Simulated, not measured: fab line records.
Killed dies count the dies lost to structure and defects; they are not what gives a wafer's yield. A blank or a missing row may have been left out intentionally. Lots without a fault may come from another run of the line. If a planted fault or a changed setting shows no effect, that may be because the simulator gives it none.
The same fault as seen by 2 desks / flow gf180mcu / numbers are kept per desk, each desk with only its own; the story behind them comes last

THE METROLOGY DESK
What the gauges read for every lot (on any tool): the sampled wafers with a number, averaged. Any lot whose mean is over 4 standard deviations away from the usual mean is out of limits and marked OUT; that distance is given in the brackets.
Columns: A = M4_ALCU_THK at GF_M4_THK_MEAS_06, usual 453 nm; B = MIM_ALCU_THK at GF_MIM_THK_MEAS_11, usual 203 nm
lot=L870; first seen here=day 22 16:59; A=445; B=205
lot=L871; first seen here=day 23 07:12; A=459; B=204
lot=L872; first seen here=day 23 15:53; A=457; B=201
lot=L873; first seen here=day 23 19:11; A=452; B=206
lot=L874; first seen here=day 24 08:27; A=451; B=202
lot=L876; first seen here=day 24 21:57; A=450; B=202
lot=L878; first seen here=day 25 20:52; A=457; B=199
lot=L880; first seen here=day 26 13:19; A=446; B=200
lot=L881; first seen here=day 26 18:24; A=465; B=199
lot=L882; first seen here=day 26 21:46; A=455; B=203
lot=L884; first seen here=day 27 11:47; A=450; B=202
lot=L886; first seen here=day 28 07:41; A=452; B=201
lot=L887; first seen here=day 28 11:04; A=450; B=201
lot=L891; first seen here=day 29 10:37; A=453; B=203
Result from this desk: across the 14 lots, nothing is out of limits.

THE TOOL OWNER'S DESK: cmp-02
The tool's own readings at GF_V4_CMP_04 (polishes SiO2): means of the sampled wafers that have a number, for each lot that ran on this tool. Any lot whose mean is over 4 standard deviations away from the usual mean is out of limits and marked OUT; that distance is given in the brackets.
Columns: A = edgeZonePressureFrac at GF_V4_CMP_04, usual 1.000; B = motorCurrentA at GF_V4_CMP_04, usual 12.2 A; C = retainingRingPressureFrac at GF_V4_CMP_04, usual 1.000; D = timeToEndpointS at GF_V4_CMP_04, usual 82 s
lot=L870; first seen here=day 23 17:11; A=0.992; B=12.1; C=0.998; D=82
lot=L871; first seen here=day 24 06:11; A=0.992; B=12.3; C=0.993; D=76
lot=L876; first seen here=day 25 20:33; A=1.009; B=13.1; C=0.998; D=86
lot=L878; first seen here=day 26 18:22; A=1.006; B=12.2; C=0.997; D=27 (-10) OUT
lot=L880; first seen here=day 27 10:40; A=1.000; B=12.2; C=1.003; D=44 (-6.9) OUT
lot=L881; first seen here=day 27 14:54; A=0.999; B=12.7; C=1.005; D=26 (-10) OUT
This desk finds L878, L880, L881 out of limits, L878 being first, at day 26 18:22 (timeToEndpointS at GF_V4_CMP_04). L870, L871, L876: within limits.

TAKEN TOGETHER
On L878, L880, L881, at day 26 18:22, an alarm was possible from the tool owner's desk.
At the metrology desk, nothing out of limits was observed.
The metrology desk holds a record of L878, L880, L881, inside its limits.
Every lot named ran GF_V4_CMP_04 on cmp-02.

WHAT THE SIMULATOR HAD PUT IN
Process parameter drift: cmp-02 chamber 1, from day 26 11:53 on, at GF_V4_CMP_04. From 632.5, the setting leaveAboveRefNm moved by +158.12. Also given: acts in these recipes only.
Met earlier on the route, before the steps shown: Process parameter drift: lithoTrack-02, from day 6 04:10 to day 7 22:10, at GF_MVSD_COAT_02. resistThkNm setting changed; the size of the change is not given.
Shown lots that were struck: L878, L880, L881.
How many hours passed from the start of the fault until each desk's first out-of-limits reading: the tool owner's desk, 6.
